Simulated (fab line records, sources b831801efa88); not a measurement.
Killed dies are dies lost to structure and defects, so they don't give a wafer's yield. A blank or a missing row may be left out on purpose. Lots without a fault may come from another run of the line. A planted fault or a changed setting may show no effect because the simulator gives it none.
fab line records | flow sky130 | part 2 of 2: steps 43 to 43 of 43
record lots=6 wafers=18 last_day=49
route steps=708 shown GATE_OXIDE@201 POLY_GATE@204 RES_PROTECT@206 LDD_N@237 PAD_OPEN@708
lots that met no fault: from a run of the same line without faults
start_h: hours from the record's first day to the start of the lot's first wafer shown | wait_h: hours since the lot's step before | " the same as in the row above | L1.1+2: a row that stands for several wafers | - no value, or no start given | * or withheld: withheld | < > ~ a bound
route shown NAME@n: a module of which the file shows steps, and the number in the route of the first | usual: mean/standard deviation of fault-free wafers | same: alike in all rows | chamber/n: place in a boat | sites: the reading at each site | _std_site: their standard deviation | _edge_site: outer sites' mean less inner sites' | radius_mm: how far each site lies from the wafer's centre | mask NAME#n: copy n | behind: the tool/chamber that last shaped the wafer | hold: why the lot was held/for how many hours/how that ended | device: the transistor (n, p or np) that didn't switch | end of line: the same wafers' tests at the end of the route | a step without rows: its recipe alone | killed: dies lost to structure and defects at the first sort, not the wafer's yield | map: a wafer's dies, x killed, . not, _ none there
set.NAME: the setting as run; set.NAME@STEP: as run at that earlier step | model.NAME: the simulator's own value behind a step, which no gauge read
lots at some steps of the route; a table a step, a row a wafer
services: from which hour (start_h, from the record's first day; less than 0 if before it) a tool's chamber was out of use, for how many hours, and why
## steps
# step SKY_PAD_OPEN_PROBE_99
# usual killed_at_M0_to_M3=42/6.6 killed_at_M4_up=3.1/1.9 killed_at_contacts=24/5.6 killed_at_front_end=15/4.8 killed_at_other=0.3/0.48 killed_dies=84/10 killed_open=47/6.8 killed_short=37/6.8
# same gross_dies=492 killed_at_back_side=0
# columns lot.wafer tool chamber start_h wait_h killed_at_M0_to_M3 killed_at_M4_up killed_at_contacts killed_at_front_end killed_at_other killed_dies killed_open killed_short model.etest.res_poly.rs_ohm_sq_rim_less_centre model.etest.res_poly.rs_ohm_sq_range model.etest.res_poly.rs_ohm_sq
L349.1 prober-01 - 1097.63 0.1 31 2 26 16 0 75 36 39 -0.6065 1.091 48.24
L349.5 prober-01 - 1097.83 0.2 37 5 33 19 0 94 46 48 -1.503 1.937 48.32
L349.6 prober-01 - 1097.88 0.2 52 1 25 17 0 95 51 44 0.2996 1.295 49.49
L353.1 prober-01 - 1126.53 0.1 37 0 26 16 0 79 42 37 -0.5749 2.064 47.84
L353.3 prober-01 - 1126.63 0.2 30 0 18 12 0 60 32 28 -0.3325 0.9384 48.84
L353.4 prober-01 - 1126.68 0.2 38 2 28 11 0 79 52 27 -0.3134 1.517 48.49
L357.3 prober-01 - 1145.28 0.2 49 6 23 8 0 86 43 43 1.061 1.787 48.4
L357.4 prober-01 - 1145.33 0.2 49 3 30 23 0 105 55 50 1.011 1.822 48.99
L357.5 prober-01 - 1145.38 0.2 42 1 11 15 0 69 43 26 0.9873 1.357 48.96
L360.2 prober-02 - 1168.17 0.1 49 4 22 6 0 81 42 39 -1.917 2.048 49.13
L360.4 prober-02 - 1168.27 0.2 37 3 15 18 0 73 43 30 -2.514 2.662 48.96
L360.5 prober-02 - 1168.32 0.2 50 4 23 17 1 95 56 39 -2.237 3.11 49.2
L361.1 prober-01 - 1168.49 0.1 49 3 27 12 0 91 56 35 -3.236 3.478 48.26
L361.2 prober-01 - 1168.54 0.1 40 1 38 12 0 91 49 42 -2.377 2.906 47.72
L361.6 prober-01 - 1168.74 0.2 37 2 30 11 0 80 43 37 -3.348 3.558 48.49
L362.1 prober-02 - 1177.22 0.1 43 4 18 16 1 82 38 44 -0.06609 0.5374 48.03
L362.2 prober-02 - 1177.27 0.1 42 3 23 14 0 82 42 40 0.5915 1.389 48.32
L362.6 prober-02 - 1177.47 0.2 41 3 32 31 0 107 55 52 0.3383 0.6237 48.8
# killed by level:class
L349.1 CONTACT:geometric_particle:open=9 POLY_GATE:geometric_particle:short=6 LI_CONTACT:geometric_particle:open=6 METAL1:geometric_particle:short=6 VIA2:geometric_particle:open=6 VIA1:geometric_particle:open=5 LI_CONTACT:geometric_particle:short=4 CONTACT:geometric_particle:short=4
L349.5 CONTACT:geometric_particle:open=11 FIELD_ISO:geometric_particle:short=8 LI_CONTACT:geometric_particle:open=8 VIA1:geometric_particle:open=8 FIELD_ISO:geometric_particle:open=7 CONTACT:geometric_particle:short=6 VIA3:geometric_particle:open=6 LOCAL_INTERCONNECT:geometric_particle:short=5
L349.6 METAL1:geometric_particle:short=12 CONTACT:geometric_particle:open=11 VIA1:geometric_particle:open=10 VIA3:geometric_particle:open=9 FIELD_ISO:geometric_particle:short=6 LI_CONTACT:geometric_particle:open=5 CONTACT:geometric_particle:short=5 VIA1:geometric_particle:short=5
L353.1 VIA3:geometric_particle:open=10 CONTACT:geometric_particle:open=9 METAL1:geometric_particle:short=8 LOCAL_INTERCONNECT:geometric_particle:short=7 LI_CONTACT:geometric_particle:open=6 POLY_GATE:geometric_particle:short=4 VIA2:geometric_particle:open=4 VIA1:geometric_particle:short=4
L353.3 CONTACT:geometric_particle:open=11 METAL1:geometric_particle:short=5 VIA2:geometric_particle:short=5 FIELD_ISO:geometric_particle:short=4 VIA1:geometric_particle:short=4 VIA2:geometric_particle:open=4 POLY_GATE:geometric_particle:open=3 LI_CONTACT:geometric_particle:open=3
L353.4 VIA1:geometric_particle:open=10 CONTACT:geometric_particle:open=9 VIA3:geometric_particle:open=9 LI_CONTACT:geometric_particle:open=8 LOCAL_INTERCONNECT:geometric_particle:short=8 METAL1:geometric_particle:short=5 VIA2:geometric_particle:open=5 FIELD_ISO:geometric_particle:open=4
L357.3 VIA2:geometric_particle:open=9 VIA3:geometric_particle:open=9 CONTACT:geometric_particle:open=7 VIA1:geometric_particle:open=6 CONTACT:geometric_particle:short=6 METAL1:geometric_particle:short=5 METAL4:geometric_particle:short=5 LOCAL_INTERCONNECT:geometric_particle:short=4
L357.4 VIA1:geometric_particle:open=11 VIA1:geometric_particle:short=10 LI_CONTACT:geometric_particle:open=9 METAL1:geometric_particle:short=9 POLY_GATE:geometric_particle:open=7 CONTACT:geometric_particle:open=7 FIELD_ISO:geometric_particle:short=6 VIA3:geometric_particle:open=6
L357.5 VIA1:geometric_particle:open=9 VIA2:geometric_particle:open=8 FIELD_ISO:geometric_particle:open=5 CONTACT:geometric_particle:open=5 VIA1:geometric_particle:short=5 METAL2:geometric_particle:short=5 VIA3:geometric_particle:open=5 LI_CONTACT:geometric_particle:open=4
L360.2 CONTACT:geometric_particle:open=11 VIA1:geometric_particle:open=10 VIA1:geometric_particle:short=8 METAL2:geometric_particle:short=6 VIA2:geometric_particle:open=6 VIA3:geometric_particle:short=6 CONTACT:geometric_particle:short=5 VIA3:geometric_particle:open=5
L360.4 VIA1:geometric_particle:open=12 FIELD_ISO:geometric_particle:short=5 METAL2:geometric_particle:short=5 VIA3:geometric_particle:open=5 LI_CONTACT:geometric_particle:open=4 CONTACT:geometric_particle:open=4 VIA2:geometric_particle:open=4 FIELD_ISO:geometric_particle:open=3
L360.5 VIA1:geometric_particle:open=13 VIA3:geometric_particle:open=13 LI_CONTACT:geometric_particle:open=8 CONTACT:geometric_particle:open=5 VIA1:geometric_particle:short=5 VIA3:geometric_particle:short=5 FIELD_ISO:geometric_particle:short=4 POLY_GATE:geometric_particle:open=4
L361.1 VIA1:geometric_particle:open=16 CONTACT:geometric_particle:open=14 VIA3:geometric_particle:open=7 CONTACT:geometric_particle:short=6 METAL1:geometric_particle:short=6 VIA2:geometric_particle:open=6 LI_CONTACT:geometric_particle:open=4 POLY_GATE:geometric_particle:open=3
L361.2 CONTACT:geometric_particle:open=15 VIA1:geometric_particle:open=13 LI_CONTACT:geometric_particle:open=9 CONTACT:geometric_particle:short=6 METAL2:geometric_particle:short=6 LOCAL_INTERCONNECT:geometric_particle:short=5 VIA2:geometric_particle:open=5 SPACER:geometric_particle:short=4
L361.6 CONTACT:geometric_particle:open=12 VIA1:geometric_particle:open=10 LI_CONTACT:geometric_particle:open=9 METAL2:geometric_particle:short=6 LOCAL_INTERCONNECT:geometric_particle:short=5 METAL1:geometric_particle:short=4 VIA1:geometric_particle:short=4 POLY_GATE:geometric_particle:short=3
L362.1 CONTACT:geometric_particle:open=10 FIELD_ISO:geometric_particle:short=6 METAL1:geometric_particle:short=6 VIA1:geometric_particle:short=6 VIA2:geometric_particle:open=6 VIA3:geometric_particle:open=6 VIA1:geometric_particle:open=5 FIELD_ISO:geometric_particle:open=4
L362.2 VIA2:geometric_particle:open=10 VIA3:geometric_particle:open=9 METAL2:geometric_particle:short=7 CONTACT:geometric_particle:open=6 VIA1:geometric_particle:open=6 LOCAL_INTERCONNECT:geometric_particle:short=5 CONTACT:geometric_particle:short=5 LI_CONTACT:geometric_particle:open=4
L362.6 FIELD_ISO:geometric_particle:open=12 CONTACT:geometric_particle:open=11 VIA3:geometric_particle:open=8 VIA1:geometric_particle:open=7 LI_CONTACT:geometric_particle:open=7 CONTACT:geometric_particle:short=7 FIELD_ISO:geometric_particle:short=6 METAL2:geometric_particle:short=6
## services
# columns tool chamber start_h hours kind
implanter-03 - 350.67 1.8 repair
implanter-03 - 352.38 0.6 repair
rie_si-02 - 353.96 2.8 pm
rie_si-02 1 360.42 8.6 repair
rie_diel-03 0 370.44 11.0 repair
rie_si-02 0 370.79 7.6 repair
implanter-02 - 372.46 2.0 repair
rie_diel-03 3 387.80 1.6 repair
rie_diel-01 - 388.20 4.0 pm
rie_diel-01 - 393.20 0.4 repair
rie_diel-02 0 405.60 5.3 repair
implanter-03 - 406.44 3.6 repair
plasma_asher-04 - 411.43 14.6 pm
implanter-03 - 414.54 4.3 repair
rie_si-01 3 420.05 3.0 repair
implanter-03 - 429.53 2.7 repair
plasma_asher-02 - 441.23 12.9 repair
plasma_asher-02 - 492.32 2.8 pm
implanter-03 - 494.96 4.6 repair
rie_diel-02 2 505.25 12.8 repair
rie_diel-03 3 505.25 5.8 repair
rie_diel-01 1 519.10 3.0 repair
rie_diel-03 3 522.32 2.1 repair
plasma_asher-01 - 524.41 2.6 repair
## key
first_sign none at tools or gauges
model_effect step=SKY_PAD_OPEN_PROBE_99 value=etest.res_poly.rs_ohm_sq_rim_less_centre without=-0.07757 struck=-2.605
met_at SKY_POLY_GATE_IMPLANT_02
struck_wafers L360.2,L360.4,L360.5,L361.1,L361.2,L361.6
tester_left_out L360,L361
onset_between 440.26 480.10
also_fits SKY_RES_PROTECT_STRIP_07:plasma_asher-02
fault kind=process_parameter_drift tool=implanter-03 chamber=- onset_h=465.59 steps=SKY_POLY_GATE_IMPLANT_02 channel=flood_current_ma offset=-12 shape=step end_h=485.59
# tester_left_out: of these lots the tester's yield and bins aren't shown, on N5 and GAA mostly nor the transistor test; their killed dies are dies lost to structure and defects alone, not to doping, threshold or leakage, so they don't give the yield
